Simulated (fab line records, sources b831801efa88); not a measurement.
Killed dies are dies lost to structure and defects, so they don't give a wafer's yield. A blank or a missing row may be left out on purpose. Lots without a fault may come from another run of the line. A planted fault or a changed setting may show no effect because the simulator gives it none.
Chamber matching | flow gf180mcu | GF_V4_ETCH_16 on rie_diel-01: 4 sister chambers
The step etches BARC in N2/H2. 4 wafers are shown with their chamber, then 8 later ones without.

WAFERS WITH THEIR CHAMBER
wafer  | chamber | drypump_motor_current_A (A)
L077.1 | 2       | 5.4
L077.5 | 1       | 6.2
L079.5 | 3       | 6.7
L080.3 | 0       | 5.4

WAFERS WITHOUT THEIR CHAMBER
wafer  | drypump_motor_current_A (A)
L080.4 | 5.4
L080.5 | 6.7
L085.1 | 6.7
L085.4 | 6.2
L085.5 | 5.4
L092.1 | 5.4
L092.4 | 6.1
L092.6 | 6.7

WHICH CHAMBER EACH WENT THROUGH
wafer  | from the rows above     | in truth
L080.4 | can't be placed: 0 or 2 | 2
L080.5 | 3                       | 3
L085.1 | 3                       | 3
L085.4 | 1                       | 1
L085.5 | can't be placed: 0 or 2 | 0
L092.1 | can't be placed: 0 or 2 | 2
L092.4 | 1                       | 1
L092.6 | 3                       | 3
Placed correctly: 5 of 8. Can't be placed from these rows: 3 (the true chamber is among the candidates in 3). Placed wrongly: 0.
How it was worked out, from the rows above alone: a wafer's distance from a chamber is the root of the sum, over the readings, of the square of ((its reading less the chamber's mean) divided by the reading's scatter). The wafer belongs to the nearest chamber; if the next one is less than 2 further off, it can't be placed. A chamber's mean is the mean of its shown wafers. The scatter: with one shown wafer a chamber, the root of the mean of the squares of how far each hidden wafer lies from its nearest shown one.
